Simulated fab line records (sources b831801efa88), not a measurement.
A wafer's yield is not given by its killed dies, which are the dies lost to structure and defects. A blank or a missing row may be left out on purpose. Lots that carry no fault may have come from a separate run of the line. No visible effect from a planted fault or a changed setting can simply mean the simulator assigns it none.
fab line records || flow sfq_line
[record] {"lots": 14, "wafers": 42, "last_day": 80}
route steps=325 shown M4@149
lots that met no fault: from a run of the same line without faults
start_h: hours from the record's first day to the start of the lot's first wafer shown || wait_h: time in hours since the lot's previous step || " as in the row above || L1.1+2: a row that stands for several wafers || - no value, or no start was given || * or withheld: withheld || < > ~ a bound
route shown NAME@n: names a module that has steps shown in the file, with the first one's number in the route || usual: average and standard deviation across the fault-free wafers || same: alike in all rows || chamber/n: place in a boat || sites: each site's reading || _std_site: the standard deviation of these || _edge_site: the outer-site mean with the inner-site mean subtracted || radius_mm: how far each site lies from the wafer's centre || mask NAME#n: copy n || behind: the tool/chamber that last shaped the wafer || hold: cause of the lot's hold/its duration in hours/its outcome || device: the n, p or np transistor that did not switch || end of line: at the end of the route, the tests of the same wafers || a step with no rows: only its recipe || killed: at the first sort, the dies lost to defects and structure; wafer yield is something else || map: shows each die of a wafer: x if killed, . if not, _ if none is there
set.NAME: the setting as run; set.NAME@STEP: as run at that earlier step || model.NAME: the simulator's own value behind a step, which no gauge read
steps of the route over a sample of lots; a table a step, a row a wafer
services: a tool's chamber out of use, with start hour (start_h, from the record's first day; less than 0 if before it), hours out, and reason
[[steps]]
[step SFQ_TRILAYER_M4_DEP_SPUTTER_091]
[recipe] {"material": "Nb", "base_pressure_pa": 1.33e-06, "chamber_pressure_pa": 0.1333, "substrate_temp_c": 20, "resputter_cathode_voltage_v": 400, "target_thk_nm": 200, "power_w": 2000, "time_s": 133.3}
[usual] {"cathode_dc_power_W": "2000.0/0.38", "throttle_valve_pct": "30.7/0.78"}
[same] {"time_s": 133.3}
{"lot.wafer": "L672.2", "tool": "pvd_sputter-03", "chamber": "-", "start_h": 767.57, "wait_h": 0.0, "cathode_dc_power_W": 2000.0, "throttle_valve_pct": 30.3}
{"lot.wafer": "L672.3", "tool": "pvd_sputter-03", "chamber": "-", "start_h": 767.57, "wait_h": 0.0, "cathode_dc_power_W": 1999.7, "throttle_valve_pct": 31.0}
{"lot.wafer": "L672.4", "tool": "pvd_sputter-03", "chamber": "-", "start_h": 767.57, "wait_h": 0.0, "cathode_dc_power_W": 1999.5, "throttle_valve_pct": 28.9}
{"lot.wafer": "L675.3", "tool": "pvd_sputter-05", "chamber": "-", "start_h": 796.27, "wait_h": 0.0, "cathode_dc_power_W": 1999.2, "throttle_valve_pct": 30.7}
{"lot.wafer": "L675.4", "tool": "pvd_sputter-05", "chamber": "-", "start_h": 796.27, "wait_h": 0.0, "cathode_dc_power_W": 1999.6, "throttle_valve_pct": 31.3}
{"lot.wafer": "L675.6", "tool": "pvd_sputter-05", "chamber": "-", "start_h": 796.27, "wait_h": 0.0, "cathode_dc_power_W": 1999.2, "throttle_valve_pct": 31.5}
{"lot.wafer": "L676.1", "tool": "pvd_sputter-05", "chamber": "-", "start_h": 807.07, "wait_h": 0.0, "cathode_dc_power_W": 2000.4, "throttle_valve_pct": 30.5}
{"lot.wafer": "L676.2", "tool": "pvd_sputter-05", "chamber": "-", "start_h": 807.07, "wait_h": 0.0, "cathode_dc_power_W": 2000.0, "throttle_valve_pct": 30.7}
{"lot.wafer": "L676.4", "tool": "pvd_sputter-05", "chamber": "-", "start_h": 807.07, "wait_h": 0.0, "cathode_dc_power_W": 1999.2, "throttle_valve_pct": 31.3}
{"lot.wafer": "L677.1", "tool": "pvd_sputter-05", "chamber": "-", "start_h": 814.27, "wait_h": 0.0, "cathode_dc_power_W": 2369.9, "throttle_valve_pct": 30.4}
{"lot.wafer": "L677.3", "tool": "pvd_sputter-05", "chamber": "-", "start_h": 814.27, "wait_h": 0.0, "cathode_dc_power_W": 2370.0, "throttle_valve_pct": 31.2}
{"lot.wafer": "L677.5", "tool": "pvd_sputter-05", "chamber": "-", "start_h": 814.27, "wait_h": 0.0, "cathode_dc_power_W": 2369.4, "throttle_valve_pct": 30.4}
{"lot.wafer": "L678.3", "tool": "pvd_sputter-05", "chamber": "-", "start_h": 821.47, "wait_h": 0.0, "cathode_dc_power_W": 2368.9, "throttle_valve_pct": 30.3}
{"lot.wafer": "L678.4", "tool": "pvd_sputter-05", "chamber": "-", "start_h": 821.47, "wait_h": 0.0, "cathode_dc_power_W": 2369.2, "throttle_valve_pct": 31.1}
{"lot.wafer": "L678.5", "tool": "pvd_sputter-05", "chamber": "-", "start_h": 821.47, "wait_h": 0.0, "cathode_dc_power_W": 2369.3, "throttle_valve_pct": 31.2}
{"lot.wafer": "L685.2", "tool": "pvd_sputter-03", "chamber": "-", "start_h": 878.02, "wait_h": 0.0, "cathode_dc_power_W": 1999.8, "throttle_valve_pct": 30.1}
{"lot.wafer": "L685.4", "tool": "pvd_sputter-03", "chamber": "-", "start_h": 878.02, "wait_h": 0.0, "cathode_dc_power_W": 1999.6, "throttle_valve_pct": 31.1}
{"lot.wafer": "L685.6", "tool": "pvd_sputter-03", "chamber": "-", "start_h": 878.02, "wait_h": 0.0, "cathode_dc_power_W": 1999.7, "throttle_valve_pct": 29.9}
{"lot.wafer": "L686.1", "tool": "pvd_sputter-03", "chamber": "-", "start_h": 886.42, "wait_h": 0.0, "cathode_dc_power_W": 1999.9, "throttle_valve_pct": 28.9}
{"lot.wafer": "L686.2", "tool": "pvd_sputter-03", "chamber": "-", "start_h": 886.42, "wait_h": 0.0, "cathode_dc_power_W": 2000.6, "throttle_valve_pct": 29.8}
{"lot.wafer": "L686.5", "tool": "pvd_sputter-03", "chamber": "-", "start_h": 886.42, "wait_h": 0.0, "cathode_dc_power_W": 2000.1, "throttle_valve_pct": 29.7}
{"lot.wafer": "L687.3", "tool": "pvd_sputter-05", "chamber": "-", "start_h": 891.82, "wait_h": 0.0, "cathode_dc_power_W": 2000.4, "throttle_valve_pct": 31.2}
{"lot.wafer": "L687.5", "tool": "pvd_sputter-05", "chamber": "-", "start_h": 891.82, "wait_h": 0.0, "cathode_dc_power_W": 2001.0, "throttle_valve_pct": 30.6}
{"lot.wafer": "L687.6", "tool": "pvd_sputter-05", "chamber": "-", "start_h": 891.82, "wait_h": 0.0, "cathode_dc_power_W": 1999.6, "throttle_valve_pct": 31.1}
{"lot.wafer": "L688.1", "tool": "pvd_sputter-03", "chamber": "-", "start_h": 900.22, "wait_h": 0.0, "cathode_dc_power_W": 2000.5, "throttle_valve_pct": 30.5}
{"lot.wafer": "L688.4", "tool": "pvd_sputter-03", "chamber": "-", "start_h": 900.22, "wait_h": 0.0, "cathode_dc_power_W": 1999.7, "throttle_valve_pct": 29.9}
{"lot.wafer": "L688.6", "tool": "pvd_sputter-03", "chamber": "-", "start_h": 900.22, "wait_h": 0.0, "cathode_dc_power_W": 1999.6, "throttle_valve_pct": 31.2}
{"lot.wafer": "L689.2", "tool": "pvd_sputter-04", "chamber": "-", "start_h": 915.83, "wait_h": 0.0, "cathode_dc_power_W": 2000.2, "throttle_valve_pct": 30.7}
{"lot.wafer": "L689.3", "tool": "pvd_sputter-04", "chamber": "-", "start_h": 915.83, "wait_h": 0.0, "cathode_dc_power_W": 2000.0, "throttle_valve_pct": 31.8}
{"lot.wafer": "L689.5", "tool": "pvd_sputter-04", "chamber": "-", "start_h": 915.83, "wait_h": 0.0, "cathode_dc_power_W": 2000.3, "throttle_valve_pct": 30.7}
{"lot.wafer": "L690.2", "tool": "pvd_sputter-04", "chamber": "-", "start_h": 923.02, "wait_h": 0.0, "cathode_dc_power_W": 1999.9, "throttle_valve_pct": 30.9}
{"lot.wafer": "L690.4", "tool": "pvd_sputter-04", "chamber": "-", "start_h": 923.02, "wait_h": 0.0, "cathode_dc_power_W": 2000.4, "throttle_valve_pct": 30.0}
{"lot.wafer": "L690.5", "tool": "pvd_sputter-04", "chamber": "-", "start_h": 923.02, "wait_h": 0.0, "cathode_dc_power_W": 1999.6, "throttle_valve_pct": 31.5}
{"lot.wafer": "L691.1", "tool": "pvd_sputter-05", "chamber": "-", "start_h": 926.62, "wait_h": 0.0, "cathode_dc_power_W": 1999.6, "throttle_valve_pct": 31.3}
{"lot.wafer": "L691.2", "tool": "pvd_sputter-05", "chamber": "-", "start_h": 926.62, "wait_h": 0.0, "cathode_dc_power_W": 2000.0, "throttle_valve_pct": 30.2}
{"lot.wafer": "L691.6", "tool": "pvd_sputter-05", "chamber": "-", "start_h": 926.62, "wait_h": 0.0, "cathode_dc_power_W": 1999.9, "throttle_valve_pct": 31.9}
{"lot.wafer": "L692.2", "tool": "pvd_sputter-04", "chamber": "-", "start_h": 931.42, "wait_h": 0.0, "cathode_dc_power_W": 2000.2, "throttle_valve_pct": 30.0}
{"lot.wafer": "L692.4", "tool": "pvd_sputter-04", "chamber": "-", "start_h": 931.42, "wait_h": 0.0, "cathode_dc_power_W": 1999.6, "throttle_valve_pct": 31.8}
{"lot.wafer": "L692.6", "tool": "pvd_sputter-04", "chamber": "-", "start_h": 931.42, "wait_h": 0.0, "cathode_dc_power_W": 2000.5, "throttle_valve_pct": 31.6}
{"lot.wafer": "L693.1", "tool": "pvd_sputter-05", "chamber": "-", "start_h": 943.23, "wait_h": 0.0, "cathode_dc_power_W": 2000.0, "throttle_valve_pct": 31.8}
{"lot.wafer": "L693.3", "tool": "pvd_sputter-05", "chamber": "-", "start_h": 943.23, "wait_h": 0.0, "cathode_dc_power_W": 2000.0, "throttle_valve_pct": 30.6}
{"lot.wafer": "L693.5", "tool": "pvd_sputter-05", "chamber": "-", "start_h": 943.23, "wait_h": 0.0, "cathode_dc_power_W": 2000.3, "throttle_valve_pct": 31.8}
[step SFQ_M4_RS_MEAS_924]
[recipe] {"thk_meas_gauge": "four-point-probe", "reads": "Nb_of_TRILAYER_M4_DEP_SPUTTER_091"}
[usual] {"M4_NB_RS": "0.884/0.011"}
{"lot.wafer": "L672.2", "tool": "film_metro-03", "chamber": "-", "start_h": 767.68, "wait_h": 0.1, "M4_NB_RS[ohm/sq]": 0.858}
{"lot.wafer": "L672.3", "tool": "film_metro-03", "chamber": "-", "start_h": 767.68, "wait_h": 0.1, "M4_NB_RS[ohm/sq]": 0.887}
{"lot.wafer": "L672.4", "tool": "film_metro-03", "chamber": "-", "start_h": 767.68, "wait_h": 0.1, "M4_NB_RS[ohm/sq]": 0.878}
{"lot.wafer": "L675.3", "tool": "film_metro-01", "chamber": "-", "start_h": 796.40, "wait_h": 0.1, "M4_NB_RS[ohm/sq]": 0.887}
{"lot.wafer": "L675.4", "tool": "film_metro-01", "chamber": "-", "start_h": 796.40, "wait_h": 0.1, "M4_NB_RS[ohm/sq]": 0.882}
{"lot.wafer": "L675.6", "tool": "film_metro-01", "chamber": "-", "start_h": 796.40, "wait_h": 0.1, "M4_NB_RS[ohm/sq]": 0.870}
{"lot.wafer": "L676.1", "tool": "film_metro-03", "chamber": "-", "start_h": 807.16, "wait_h": 0.0, "M4_NB_RS[ohm/sq]": 0.874}
{"lot.wafer": "L676.2", "tool": "film_metro-03", "chamber": "-", "start_h": 807.16, "wait_h": 0.0, "M4_NB_RS[ohm/sq]": 0.886}
{"lot.wafer": "L676.4", "tool": "film_metro-03", "chamber": "-", "start_h": 807.16, "wait_h": 0.0, "M4_NB_RS[ohm/sq]": 0.885}
{"lot.wafer": "L677.1", "tool": "film_metro-04", "chamber": "-", "start_h": 814.36, "wait_h": 0.0, "M4_NB_RS[ohm/sq]": 0.745}
{"lot.wafer": "L677.3", "tool": "film_metro-04", "chamber": "-", "start_h": 814.36, "wait_h": 0.0, "M4_NB_RS[ohm/sq]": 0.735}
{"lot.wafer": "L677.5", "tool": "film_metro-04", "chamber": "-", "start_h": 814.36, "wait_h": 0.0, "M4_NB_RS[ohm/sq]": 0.743}
{"lot.wafer": "L678.3", "tool": "film_metro-03", "chamber": "-", "start_h": 821.60, "wait_h": 0.1, "M4_NB_RS[ohm/sq]": 0.737}
{"lot.wafer": "L678.4", "tool": "film_metro-03", "chamber": "-", "start_h": 821.60, "wait_h": 0.1, "M4_NB_RS[ohm/sq]": 0.740}
{"lot.wafer": "L678.5", "tool": "film_metro-03", "chamber": "-", "start_h": 821.60, "wait_h": 0.1, "M4_NB_RS[ohm/sq]": 0.739}
{"lot.wafer": "L685.2", "tool": "film_metro-04", "chamber": "-", "start_h": 878.13, "wait_h": 0.1, "M4_NB_RS[ohm/sq]": 0.863}
{"lot.wafer": "L685.4", "tool": "film_metro-04", "chamber": "-", "start_h": 878.13, "wait_h": 0.1, "M4_NB_RS[ohm/sq]": 0.881}
{"lot.wafer": "L685.6", "tool": "film_metro-04", "chamber": "-", "start_h": 878.13, "wait_h": 0.1, "M4_NB_RS[ohm/sq]": 0.860}
{"lot.wafer": "L686.1", "tool": "film_metro-04", "chamber": "-", "start_h": 886.51, "wait_h": 0.0, "M4_NB_RS[ohm/sq]": 0.888}
{"lot.wafer": "L686.2", "tool": "film_metro-04", "chamber": "-", "start_h": 886.51, "wait_h": 0.0, "M4_NB_RS[ohm/sq]": 0.876}
{"lot.wafer": "L686.5", "tool": "film_metro-04", "chamber": "-", "start_h": 886.51, "wait_h": 0.0, "M4_NB_RS[ohm/sq]": 0.870}
{"lot.wafer": "L687.3", "tool": "film_metro-03", "chamber": "-", "start_h": 891.95, "wait_h": 0.1, "M4_NB_RS[ohm/sq]": 0.894}
{"lot.wafer": "L687.5", "tool": "film_metro-03", "chamber": "-", "start_h": 891.95, "wait_h": 0.1, "M4_NB_RS[ohm/sq]": 0.894}
{"lot.wafer": "L687.6", "tool": "film_metro-03", "chamber": "-", "start_h": 891.95, "wait_h": 0.1, "M4_NB_RS[ohm/sq]": 0.888}
{"lot.wafer": "L688.1", "tool": "film_metro-04", "chamber": "-", "start_h": 900.31, "wait_h": 0.0, "M4_NB_RS[ohm/sq]": 0.872}
{"lot.wafer": "L688.4", "tool": "film_metro-04", "chamber": "-", "start_h": 900.31, "wait_h": 0.0, "M4_NB_RS[ohm/sq]": 0.866}
{"lot.wafer": "L688.6", "tool": "film_metro-04", "chamber": "-", "start_h": 900.31, "wait_h": 0.0, "M4_NB_RS[ohm/sq]": 0.879}
{"lot.wafer": "L689.2", "tool": "film_metro-04", "chamber": "-", "start_h": 915.94, "wait_h": 0.1, "M4_NB_RS[ohm/sq]": 0.880}
{"lot.wafer": "L689.3", "tool": "film_metro-04", "chamber": "-", "start_h": 915.94, "wait_h": 0.1, "M4_NB_RS[ohm/sq]": 0.903}
{"lot.wafer": "L689.5", "tool": "film_metro-04", "chamber": "-", "start_h": 915.94, "wait_h": 0.1, "M4_NB_RS[ohm/sq]": 0.884}
{"lot.wafer": "L690.2", "tool": "film_metro-01", "chamber": "-", "start_h": 923.13, "wait_h": 0.1, "M4_NB_RS[ohm/sq]": 0.885}
{"lot.wafer": "L690.4", "tool": "film_metro-01", "chamber": "-", "start_h": 923.13, "wait_h": 0.1, "M4_NB_RS[ohm/sq]": 0.878}
{"lot.wafer": "L690.5", "tool": "film_metro-01", "chamber": "-", "start_h": 923.13, "wait_h": 0.1, "M4_NB_RS[ohm/sq]": 0.893}
{"lot.wafer": "L691.1", "tool": "film_metro-03", "chamber": "-", "start_h": 926.71, "wait_h": 0.0, "M4_NB_RS[ohm/sq]": 0.900}
{"lot.wafer": "L691.2", "tool": "film_metro-03", "chamber": "-", "start_h": 926.71, "wait_h": 0.0, "M4_NB_RS[ohm/sq]": 0.882}
{"lot.wafer": "L691.6", "tool": "film_metro-03", "chamber": "-", "start_h": 926.71, "wait_h": 0.0, "M4_NB_RS[ohm/sq]": 0.887}
{"lot.wafer": "L692.2", "tool": "film_metro-01", "chamber": "-", "start_h": 931.53, "wait_h": 0.1, "M4_NB_RS[ohm/sq]": 0.869}
{"lot.wafer": "L692.4", "tool": "film_metro-01", "chamber": "-", "start_h": 931.53, "wait_h": 0.1, "M4_NB_RS[ohm/sq]": 0.893}
{"lot.wafer": "L692.6", "tool": "film_metro-01", "chamber": "-", "start_h": 931.53, "wait_h": 0.1, "M4_NB_RS[ohm/sq]": 0.891}
{"lot.wafer": "L693.1", "tool": "film_metro-01", "chamber": "-", "start_h": 943.32, "wait_h": 0.0, "M4_NB_RS[ohm/sq]": 0.881}
{"lot.wafer": "L693.3", "tool": "film_metro-01", "chamber": "-", "start_h": 943.32, "wait_h": 0.0, "M4_NB_RS[ohm/sq]": 0.898}
{"lot.wafer": "L693.5", "tool": "film_metro-01", "chamber": "-", "start_h": 943.32, "wait_h": 0.0, "M4_NB_RS[ohm/sq]": 0.883}
[step SFQ_TRILAYER_M4_ETCH_METAL_ETCH_096]
[recipe] {"target": "Nb", "stop_on": "SiO2", "mask_material": "PR", "chemistry": "Cl2/Ar", "target_depth_nm": 240, "icp_w": 600, "bias_w": 80, "pressure_mtorr": 10, "time_s": 120}
[usual] {"drypump_motor_current_A": "5.5/0.37", "oes_product_au": "0.897/0.0084"}
[same] {"time_s": 120}
{"lot.wafer": "L672.2", "tool": "rie_metal-03", "chamber": 1, "start_h": 831.83, "wait_h": 0.0, "drypump_motor_current_A": 5.4, "oes_product_au": 0.915, "rf_hours_counter_h": 55}
{"lot.wafer": "L672.3", "tool": "rie_metal-03", "chamber": 1, "start_h": 831.83, "wait_h": 0.0, "drypump_motor_current_A": 5.4, "oes_product_au": 0.890, "rf_hours_counter_h": "-"}
{"lot.wafer": "L672.4", "tool": "rie_metal-03", "chamber": 0, "start_h": 831.83, "wait_h": 0.0, "drypump_motor_current_A": 5.3, "oes_product_au": 0.906, "rf_hours_counter_h": "-"}
{"lot.wafer": "L675.3", "tool": "rie_metal-03", "chamber": 1, "start_h": 860.38, "wait_h": 0.1, "drypump_motor_current_A": 5.4, "oes_product_au": 0.889, "rf_hours_counter_h": "-"}
{"lot.wafer": "L675.4", "tool": "rie_metal-03", "chamber": 0, "start_h": 860.38, "wait_h": 0.1, "drypump_motor_current_A": 5.3, "oes_product_au": 0.895, "rf_hours_counter_h": "-"}
{"lot.wafer": "L675.6", "tool": "rie_metal-03", "chamber": 0, "start_h": 860.38, "wait_h": 0.1, "drypump_motor_current_A": 5.3, "oes_product_au": 0.911, "rf_hours_counter_h": "-"}
{"lot.wafer": "L676.1", "tool": "rie_metal-04", "chamber": 0, "start_h": 868.83, "wait_h": 0.0, "drypump_motor_current_A": 5.1, "oes_product_au": 0.896, "rf_hours_counter_h": 84}
{"lot.wafer": "L676.2", "tool": "rie_metal-04", "chamber": 1, "start_h": 868.83, "wait_h": 0.0, "drypump_motor_current_A": 4.8, "oes_product_au": 0.902, "rf_hours_counter_h": 106}
{"lot.wafer": "L676.4", "tool": "rie_metal-04", "chamber": 1, "start_h": 868.83, "wait_h": 0.0, "drypump_motor_current_A": 4.8, "oes_product_au": 0.894, "rf_hours_counter_h": "-"}
{"lot.wafer": "L677.1", "tool": "rie_metal-02", "chamber": 1, "start_h": 871.19, "wait_h": 0.1, "drypump_motor_current_A": 6.0, "oes_product_au": 0.982, "rf_hours_counter_h": 129}
{"lot.wafer": "L677.3", "tool": "rie_metal-02", "chamber": 1, "start_h": 871.19, "wait_h": 0.1, "drypump_motor_current_A": 6.0, "oes_product_au": 0.987, "rf_hours_counter_h": "-"}
{"lot.wafer": "L677.5", "tool": "rie_metal-02", "chamber": 1, "start_h": 871.19, "wait_h": 0.1, "drypump_motor_current_A": 6.0, "oes_product_au": 0.996, "rf_hours_counter_h": "-"}
{"lot.wafer": "L678.3", "tool": "rie_metal-04", "chamber": 1, "start_h": 879.58, "wait_h": 0.1, "drypump_motor_current_A": 4.9, "oes_product_au": 0.996, "rf_hours_counter_h": "-"}
{"lot.wafer": "L678.4", "tool": "rie_metal-04", "chamber": 0, "start_h": 879.58, "wait_h": 0.1, "drypump_motor_current_A": 5.0, "oes_product_au": 0.997, "rf_hours_counter_h": "-"}
{"lot.wafer": "L678.5", "tool": "rie_metal-04", "chamber": 0, "start_h": 879.58, "wait_h": 0.1, "drypump_motor_current_A": 5.1, "oes_product_au": 0.997, "rf_hours_counter_h": "-"}
{"lot.wafer": "L685.2", "tool": "rie_metal-03", "chamber": 1, "start_h": 917.93, "wait_h": 0.0, "drypump_motor_current_A": 5.4, "oes_product_au": 0.908, "rf_hours_counter_h": 67}
{"lot.wafer": "L685.4", "tool": "rie_metal-03", "chamber": 1, "start_h": 917.93, "wait_h": 0.0, "drypump_motor_current_A": 5.4, "oes_product_au": 0.900, "rf_hours_counter_h": "-"}
{"lot.wafer": "L685.6", "tool": "rie_metal-03", "chamber": 0, "start_h": 917.93, "wait_h": 0.0, "drypump_motor_current_A": 5.3, "oes_product_au": 0.910, "rf_hours_counter_h": "-"}
{"lot.wafer": "L686.1", "tool": "rie_metal-03", "chamber": 1, "start_h": 923.73, "wait_h": 0.0, "drypump_motor_current_A": 5.4, "oes_product_au": 0.899, "rf_hours_counter_h": 69}
{"lot.wafer": "L686.2", "tool": "rie_metal-03", "chamber": 0, "start_h": 923.73, "wait_h": 0.0, "drypump_motor_current_A": 5.3, "oes_product_au": 0.899, "rf_hours_counter_h": 77}
{"lot.wafer": "L686.5", "tool": "rie_metal-03", "chamber": 0, "start_h": 923.73, "wait_h": 0.0, "drypump_motor_current_A": 5.3, "oes_product_au": 0.905, "rf_hours_counter_h": "-"}
{"lot.wafer": "L687.3", "tool": "rie_metal-03", "chamber": 0, "start_h": 929.78, "wait_h": 0.1, "drypump_motor_current_A": 5.3, "oes_product_au": 0.886, "rf_hours_counter_h": "-"}
{"lot.wafer": "L687.5", "tool": "rie_metal-03", "chamber": 0, "start_h": 929.78, "wait_h": 0.1, "drypump_motor_current_A": 5.3, "oes_product_au": 0.884, "rf_hours_counter_h": "-"}
{"lot.wafer": "L687.6", "tool": "rie_metal-03", "chamber": 1, "start_h": 929.78, "wait_h": 0.1, "drypump_motor_current_A": 5.4, "oes_product_au": 0.890, "rf_hours_counter_h": "-"}
{"lot.wafer": "L688.1", "tool": "rie_metal-04", "chamber": 0, "start_h": 933.33, "wait_h": 0.0, "drypump_motor_current_A": 5.1, "oes_product_au": 0.913, "rf_hours_counter_h": 96}
{"lot.wafer": "L688.4", "tool": "rie_metal-04", "chamber": 1, "start_h": 933.33, "wait_h": 0.0, "drypump_motor_current_A": 4.9, "oes_product_au": 0.911, "rf_hours_counter_h": "-"}
{"lot.wafer": "L688.6", "tool": "rie_metal-04", "chamber": 0, "start_h": 933.33, "wait_h": 0.0, "drypump_motor_current_A": 5.1, "oes_product_au": 0.898, "rf_hours_counter_h": "-"}
{"lot.wafer": "L689.2", "tool": "rie_metal-02", "chamber": 1, "start_h": 947.83, "wait_h": 0.0, "drypump_motor_current_A": 5.9, "oes_product_au": 0.901, "rf_hours_counter_h": 149}
{"lot.wafer": "L689.3", "tool": "rie_metal-02", "chamber": 1, "start_h": 947.83, "wait_h": 0.0, "drypump_motor_current_A": 5.9, "oes_product_au": 0.878, "rf_hours_counter_h": "-"}
{"lot.wafer": "L689.5", "tool": "rie_metal-02", "chamber": 0, "start_h": 947.83, "wait_h": 0.0, "drypump_motor_current_A": 5.8, "oes_product_au": 0.901, "rf_hours_counter_h": "-"}
{"lot.wafer": "L690.2", "tool": "rie_metal-02", "chamber": 0, "start_h": 952.63, "wait_h": 0.0, "drypump_motor_current_A": 5.7, "oes_product_au": 0.899, "rf_hours_counter_h": 12}
{"lot.wafer": "L690.4", "tool": "rie_metal-02", "chamber": 1, "start_h": 952.63, "wait_h": 0.0, "drypump_motor_current_A": 6.0, "oes_product_au": 0.906, "rf_hours_counter_h": "-"}
{"lot.wafer": "L690.5", "tool": "rie_metal-02", "chamber": 1, "start_h": 952.63, "wait_h": 0.0, "drypump_motor_current_A": 5.9, "oes_product_au": 0.892, "rf_hours_counter_h": "-"}
{"lot.wafer": "L691.1", "tool": "rie_metal-02", "chamber": 1, "start_h": 955.03, "wait_h": 0.0, "drypump_motor_current_A": 5.9, "oes_product_au": 0.891, "rf_hours_counter_h": 150}
{"lot.wafer": "L691.2", "tool": "rie_metal-02", "chamber": 0, "start_h": 955.03, "wait_h": 0.0, "drypump_motor_current_A": 5.8, "oes_product_au": 0.897, "rf_hours_counter_h": 13}
{"lot.wafer": "L691.6", "tool": "rie_metal-02", "chamber": 1, "start_h": 955.03, "wait_h": 0.0, "drypump_motor_current_A": 5.9, "oes_product_au": 0.888, "rf_hours_counter_h": "-"}
{"lot.wafer": "L692.2", "tool": "rie_metal-03", "chamber": 1, "start_h": 958.63, "wait_h": 0.0, "drypump_motor_current_A": 5.4, "oes_product_au": 0.916, "rf_hours_counter_h": 76}
{"lot.wafer": "L692.4", "tool": "rie_metal-03", "chamber": 1, "start_h": 958.63, "wait_h": 0.0, "drypump_motor_current_A": 5.4, "oes_product_au": 0.895, "rf_hours_counter_h": "-"}
{"lot.wafer": "L692.6", "tool": "rie_metal-03", "chamber": 1, "start_h": 958.63, "wait_h": 0.0, "drypump_motor_current_A": 5.4, "oes_product_au": 0.890, "rf_hours_counter_h": "-"}
{"lot.wafer": "L693.1", "tool": "rie_metal-02", "chamber": 1, "start_h": 965.38, "wait_h": 0.0, "drypump_motor_current_A": 5.9, "oes_product_au": 0.910, "rf_hours_counter_h": 153}
{"lot.wafer": "L693.3", "tool": "rie_metal-02", "chamber": 0, "start_h": 965.38, "wait_h": 0.0, "drypump_motor_current_A": 5.8, "oes_product_au": 0.883, "rf_hours_counter_h": "-"}
{"lot.wafer": "L693.5", "tool": "rie_metal-02", "chamber": 0, "start_h": 965.38, "wait_h": 0.0, "drypump_motor_current_A": 5.7, "oes_product_au": 0.902, "rf_hours_counter_h": "-"}
[[services]]
{"tool": "rie_metal-04", "chamber": 1, "start_h": 749.18, "hours": 16.4, "kind": "repair"}
{"tool": "pvd_sputter-05", "chamber": "-", "start_h": 769.17, "hours": 4.1, "kind": "repair"}
{"tool": "pvd_sputter-03", "chamber": "-", "start_h": 769.18, "hours": 0.9, "kind": "repair"}
{"tool": "rie_metal-03", "chamber": "-", "start_h": 837.32, "hours": 15.6, "kind": "pm"}
{"tool": "pvd_sputter-03", "chamber": "-", "start_h": 859.17, "hours": 2.3, "kind": "repair"}
{"tool": "rie_metal-03", "chamber": "-", "start_h": 866.77, "hours": 14.6, "kind": "pm"}
{"tool": "rie_metal-02", "chamber": 0, "start_h": 870.79, "hours": "-", "kind": "clean"}
{"tool": "rie_metal-02", "chamber": 0, "start_h": 870.79, "hours": 25.8, "kind": "scheduled_down"}
{"tool": "rie_metal-02", "chamber": 0, "start_h": 870.79, "hours": 25.8, "kind": "vent_cycle"}
{"tool": "rie_metal-04", "chamber": "-", "start_h": 888.16, "hours": 1.4, "kind": "pm"}
{"tool": "pvd_sputter-03", "chamber": "-", "start_h": 927.53, "hours": 0.5, "kind": "repair"}
{"tool": "pvd_sputter-03", "chamber": 3, "start_h": 937.41, "hours": "-", "kind": "consumable_replace:kit"}
{"tool": "pvd_sputter-03", "chamber": 3, "start_h": 937.41, "hours": 18.0, "kind": "scheduled_down"}
{"tool": "pvd_sputter-03", "chamber": 3, "start_h": 937.41, "hours": 18.0, "kind": "vent_cycle"}
{"tool": "rie_metal-03", "chamber": 1, "start_h": 942.42, "hours": 2.1, "kind": "repair"}
{"tool": "rie_metal-03", "chamber": "-", "start_h": 962.67, "hours": 28.1, "kind": "pm"}
[[key]]
[first_sign] {"step": "SFQ_TRILAYER_M4_DEP_SPUTTER_091", "reading": "cathode_dc_power_W", "direction": "up", "sigmas": "99+", "usual": 2000.0, "struck": 2369.5}
[effect] {"step": "SFQ_M4_RS_MEAS_924", "reading": "M4_NB_RS", "direction": "down", "sigmas": 13, "usual": 0.884, "struck": 0.740}
[effect] {"step": "SFQ_TRILAYER_M4_ETCH_METAL_ETCH_096", "reading": "oes_product_au", "direction": "up", "sigmas": 11, "usual": 0.897, "struck": 0.993}
met_at SFQ_TRILAYER_M4_DEP_SPUTTER_091
struck_lots L677,L678
onset_between 807.07 814.27
[fault] {"kind": "process_parameter_drift", "tool": "pvd_sputter-05", "chamber": "-", "onset_h": 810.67, "steps": "SFQ_TRILAYER_M4_DEP_SPUTTER_091", "channel": "power_w", "offset": 369.54, "shape": "step", "end_h": 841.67, "acts_in": "these_recipes_only", "stated": 2000}
